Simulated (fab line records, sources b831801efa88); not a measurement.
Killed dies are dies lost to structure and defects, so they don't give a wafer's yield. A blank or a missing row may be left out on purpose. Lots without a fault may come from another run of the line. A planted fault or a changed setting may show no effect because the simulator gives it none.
Chamber matching | flow sky130 | SKY_VIA1_ETCH_14 on rie_diel-03: 4 sister chambers
The step etches BARC in N2/H2, stops on SiO2, time 45.9 s, target depth 60 nm. 8 wafers are shown with their chamber, then 9 later ones without.

WAFERS WITH THEIR CHAMBER
wafer  | chamber | throttle_valve_pct (%) | oes_product_au (a.u.)
L075.3 | 1       | 13.212                 | 0.853
L083.1 | 2       | 13.199                 | 0.847
L083.4 | 3       | 13.238                 | 0.854
L083.5 | 2       | 13.229                 | 0.858
L083.6 | 0       | 13.213                 | 0.852
L087.1 | 3       | 13.221                 | 0.850
L087.2 | 1       | 13.241                 | 0.848
L087.4 | 0       | 13.233                 | 0.848

WAFERS WITHOUT THEIR CHAMBER
wafer  | throttle_valve_pct (%) | oes_product_au (a.u.)
L089.1 | 13.232                 | 0.857
L089.3 | 13.232                 | 0.855
L089.6 | 13.218                 | 0.852
L092.1 | 13.221                 | 0.852
L092.4 | 13.207                 | 0.852
L092.6 | 13.216                 | 0.853
L097.2 | 13.221                 | 0.852
L097.3 | 13.212                 | 0.860
L097.5 | 13.234                 | 0.848

WHICH CHAMBER EACH WENT THROUGH
wafer  | from the rows above               | in truth
L089.1 | can't be placed: 3 or 2 or 1 or 0 | 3
L089.3 | can't be placed: 3 or 1 or 2 or 0 | 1
L089.6 | can't be placed: 2 or 0 or 1 or 3 | 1
L092.1 | can't be placed: 2 or 0 or 1 or 3 | 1
L092.4 | can't be placed: 2 or 0 or 1 or 3 | 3
L092.6 | can't be placed: 2 or 0 or 1 or 3 | 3
L097.2 | can't be placed: 2 or 0 or 1 or 3 | 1
L097.3 | can't be placed: 2 or 3 or 1 or 0 | 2
L097.5 | can't be placed: 1 or 0 or 3 or 2 | 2
Placed correctly: 0 of 9. Can't be placed from these rows: 9 (the true chamber is among the candidates in 9). Placed wrongly: 0.
How it was worked out, from the rows above alone: a wafer's distance from a chamber is the root of the sum, over the readings, of the square of ((its reading less the chamber's mean) divided by the reading's scatter). The wafer belongs to the nearest chamber; if the next one is less than 2 further off, it can't be placed. A chamber's mean is the mean of its shown wafers. The scatter: the root of (the sum of the squares of (reading less its chamber's mean) over the shown wafers, divided by (wafers less chambers)).
